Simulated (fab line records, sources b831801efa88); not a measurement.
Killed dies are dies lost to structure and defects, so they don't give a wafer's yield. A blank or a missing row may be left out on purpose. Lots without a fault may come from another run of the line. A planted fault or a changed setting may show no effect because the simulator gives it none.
A struck lot beside a sound one | flow sky130 | 32 steps out of a route of 708
Sound: wafers L701.1, L701.3, L701.5. Struck: wafers L704.4, L704.5, L704.6. The cause comes at the end.
At each step with rows: each side's tool, then ch and its chambers, then its first start. Under that, the readings that differ: sound wafers | struck wafers | difference of the means | sigmas: that difference in standard deviations of wafers without a fault.
alike: readings whose means differ by less than 2 such deviations, and words and numbers that are the same on both sides. not compared: withheld readings, readings that some wafer has no value for, bounds like >300 that may hide the same value, and numbers for which the record gives no deviation and whose values overlap.
The two part at a step that has a row with sigmas, a row that says differs or no value, or rows on one side only. Numbers that don't overlap but have no deviation are shown without sigmas and don't part them. A reading that every wafer of one side lacks parts them only if that side has two wafers or more.

SKY_PWDE_OVL_MEAS_07:
  sound on overlay-01, day 6 06:06; struck on overlay-02, day 6 19:55
  alike: PWDE_OVL
then, 1 step without rows for these wafers: SKY_PWDE_IMPLANT_08.
SKY_PWDE_STRIP_09: strips in O2/N2.
  sound on plasma_asher-01 ch 0,1, day 6 06:17; struck on plasma_asher-03 ch 0,1, day 6 20:07
  reading                      | sound             | struck            | difference | sigmas
  strip_time_to_endpoint_s (s) | 36.76 36.73 36.75 | 37.22 37.12 37.10 | +0.40      | +4
  alike: drypump_motor_current_A, oes_product_au
  not compared: rf_hours_counter_h
SKY_PWDE_TW_MEAS_10:
  sound on film_metro-04, day 6 06:24; struck on film_metro-04, day 6 20:12
  alike: PWDE_TW
then, 7 steps without rows for these wafers: SKY_NWELL_DEHYDRATE_03 (time 60 s); SKY_NWELL_HMDS_04 (prime time 60 s); SKY_NWELL_COAT_05 (resist thk 3000 nm); SKY_NWELL_SOFTBAKE_06; SKY_NWELL_EXPOSE_07 (exposes mask NWM, target cd 840 nm); SKY_NWELL_PEB_08; SKY_NWELL_DEVELOP_09 (develop time 60 s).
SKY_NWELL_OVL_MEAS_10:
  sound on overlay-01, day 7 01:04; struck on overlay-02, day 7 15:19
  alike: NWELL_00_OVL
SKY_NWELL_IMPLANT_11:
  sound on implanter-04 ch 0, day 7 01:05; struck on implanter-02 ch 0, day 7 15:43
then, 2 steps without rows for these wafers: SKY_NWELL_IMPLANT_12; SKY_NWELL_IMPLANT_13.
SKY_NWELL_STRIP_14: strips in O2/N2.
  sound on plasma_asher-02 ch 0,1, day 7 01:32; struck on plasma_asher-02 ch 0,1, day 7 16:07
  alike: drypump_motor_current_A, oes_product_au, strip_time_to_endpoint_s
  not compared: rf_hours_counter_h
SKY_NWELL_TW_MEAS_15:
  sound on film_metro-03, day 7 01:38; struck on film_metro-01, day 7 16:13
  reading  | sound          | struck         | difference | sigmas
  NWELL_TW | 1823 1817 1811 | 2247 2232 2236 | +421       | +35
then, 7 steps without rows for these wafers: SKY_NWELL_DEHYDRATE_16 (time 60 s); SKY_NWELL_HMDS_17 (prime time 60 s); SKY_NWELL_COAT_18 (resist thk 3000 nm); SKY_NWELL_SOFTBAKE_19; SKY_NWELL_EXPOSE_20 (exposes mask NWM COMPLEMENT, target cd 840 nm); SKY_NWELL_PEB_21; SKY_NWELL_DEVELOP_22 (develop time 60 s).
SKY_NWELL_OVL_MEAS_23:
  sound on overlay-01, day 7 21:54; struck on overlay-02, day 8 12:22
  alike: NWELL_01_OVL
then, 1 step without rows for these wafers: SKY_NWELL_IMPLANT_24.
SKY_NWELL_STRIP_25: strips in O2/N2.
  sound on plasma_asher-04 ch 0,1, day 7 22:05; struck on plasma_asher-04 ch 0,1, day 8 12:34
  alike: drypump_motor_current_A, oes_product_au, strip_time_to_endpoint_s
  not compared: rf_hours_counter_h
SKY_NWELL_TW_MEAS_26:
  sound on film_metro-03, day 7 22:11; struck on film_metro-03, day 8 12:39
  alike: NWELL_2_TW
then, 1 step without rows for these wafers: SKY_NWELL_CLEAN_27 (cleans in SC1/SC2, time 150 s).
SKY_NWELL_RTA_28: time 30 s.
  sound on rtp_anneal-02 ch 0, day 7 22:18; struck on rtp_anneal-02 ch 0, day 8 12:47
  alike: lamp_power_pct, wafer_temp_C_max
SKY_NWELL_RS_MEAS_29: measures by four-point-probe.
  sound on film_metro-01, day 7 22:24; struck on film_metro-01, day 8 12:53
  reading           | sound             | struck            | difference | sigmas
  NWELL_RS (ohm/sq) | 623.4 625.5 625.7 | 430.5 429.5 429.9 | -194.9     | -99 or more
-- the record jumps here: 41 days lie between the struck wafers' starts before and after (it left off in module NWELL and takes up again in module PAD_OPEN, whose first step shown is number 708 of the route) --
SKY_PAD_OPEN_PROBE_99:
  sound on prober-01, day 48 13:19; struck on prober-01, day 49 04:05
  reading                                 | sound                         | struck                        | difference | sigmas
  model.etest.pfet_16v.r_on_ohm_um        | 1.606e+04 1.479e+04 1.592e+04 | 1.654e+04 1.677e+04 1.73e+04  | +1.280e+03 |
  model.etest.nfet_16v.r_on_ohm_um        | 1.426e+04 1.402e+04 1.42e+04  | 1.241e+04 1.245e+04 1.234e+04 | -1.760e+03 |
  model.etest.res_nwell.line_ohm_um       | 1202 1113 1193                | 663.7 679 703.2               | -487.4     |
  model.etest.res_nwell.rs_ohm_sq         | 1030 942.2 1008               | 583.9 600.8 638               | -385.8     |
  model.etest.pfet_g5v0d10v5.r_on_ohm_um  | 4757 4776 4810                | 4916 4988 4878                | +146       |
  model.etest.tip_p_5v.rs_ohm_sq          | 2856 2854 2857                | 2995 2955 2969                | +117       |
  model.etest.res_nwell.width_nm (nm)     | 851.5 845.5 852.8             | 892.5 895 895.7               | +44.5      |
  model.etest.res_iso_pwell.width_nm (nm) | 2629 2651 2642                | 2586 2602 2583                | -50        |
  alike: killed_at_M0_to_M3, killed_at_M4_up, killed_at_contacts, killed_at_front_end, killed_at_other, killed_dies, killed_open, killed_short

WHERE THEY PART
First at SKY_PWDE_STRIP_09; last, within this record, at SKY_NWELL_RS_MEAS_29. Later steps at which nothing parts them and some readings are alike: SKY_PAD_OPEN_PROBE_99.

WHY: what the simulator had put in
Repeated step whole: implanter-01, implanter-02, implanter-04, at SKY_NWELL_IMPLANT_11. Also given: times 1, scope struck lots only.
